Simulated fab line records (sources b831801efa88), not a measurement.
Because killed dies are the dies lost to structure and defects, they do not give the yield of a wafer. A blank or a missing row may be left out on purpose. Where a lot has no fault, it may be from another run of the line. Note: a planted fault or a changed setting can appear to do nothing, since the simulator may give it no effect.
What tool caused it? ; flow gf180mcu ; 6 lots, 18 wafers sampled, at 3 steps of a route of 602

== WHAT EACH GAUGE READ, for each wafer ==
GF_HV_LDD_TW_MEAS_50.
lot;measured;on;HV_LDD_4_TW
L547;day 12 14:59;film-metro-02;578 578 578
L555;day 15 07:33;film-metro-04;588 586 587
L559;day 16 15:45;film-metro-02;548 550 552 550 553 552
L563;day 18 03:46;film-metro-04;582 585 584
L567;day 19 14:34;film-metro-04;584 588 586
L569;day 20 07:23;film-metro-02;581 579 578

== WHICH TOOL RAN EACH LOT (tool, then ch and the chambers of the sampled wafers, then the start) ==
lot;GF_HV_LDD_IMPLANT_48;GF_HV_LDD_STRIP_49
L547;implanter-03 ch 0, day 12 14:44;plasma-asher-04 ch 0,1, day 12 14:53
L555;implanter-03 ch 0, day 15 07:19;plasma-asher-02 ch 0, day 15 07:26
L559;implanter-02 ch 0, day 16 15:30;plasma-asher-01 ch 0,1, day 16 15:39
L563;implanter-01 ch 0, day 18 03:32;plasma-asher-02 ch 0,1, day 18 03:40
L567;implanter-01 ch 0, day 19 14:20;plasma-asher-04 ch 0,1, day 19 14:27
L569;implanter-01 ch 0, day 20 07:08;plasma-asher-02 ch 0, day 20 07:17
- GF_HV_LDD_IMPLANT_48
- GF_HV_LDD_STRIP_49: strips in O2/N2.

== THE ANSWER, worked out from the rows above alone ==
Rule: what is usual is taken from the lots themselves. Put in order of their means at a reading, lots are off if they are a third of the lots or fewer, leave a main group of 4 or more, and stand apart from it by a gap of 3 or more times the standard deviation of the main group's means; of several such gaps the widest counts. A main group whose means are all the same, to the digits that the tables above print for the reading, isn't used. A lot without any number at a reading at which 4 lots or more have one is off too. Where the step has rows for the other lots, those lots are counted as sound.
Off: L559, at GF_HV_LDD_TW_MEAS_50 (HV_LDD_4_TW). Mean 583 and standard deviation 3.6 in the main group.
A tool fits if, at a process step before that reading, it ran every lot that is off, and no sound lot after the first of them. The gauges at GF_HV_LDD_TW_MEAS_50 are tried like those tools. Undecided on this evidence; 2 tools fit (implanter-02 at GF_HV_LDD_IMPLANT_48, plasma-asher-01 at GF_HV_LDD_STRIP_49).

== WHAT WAS PUT IN BY THE SIMULATOR ==
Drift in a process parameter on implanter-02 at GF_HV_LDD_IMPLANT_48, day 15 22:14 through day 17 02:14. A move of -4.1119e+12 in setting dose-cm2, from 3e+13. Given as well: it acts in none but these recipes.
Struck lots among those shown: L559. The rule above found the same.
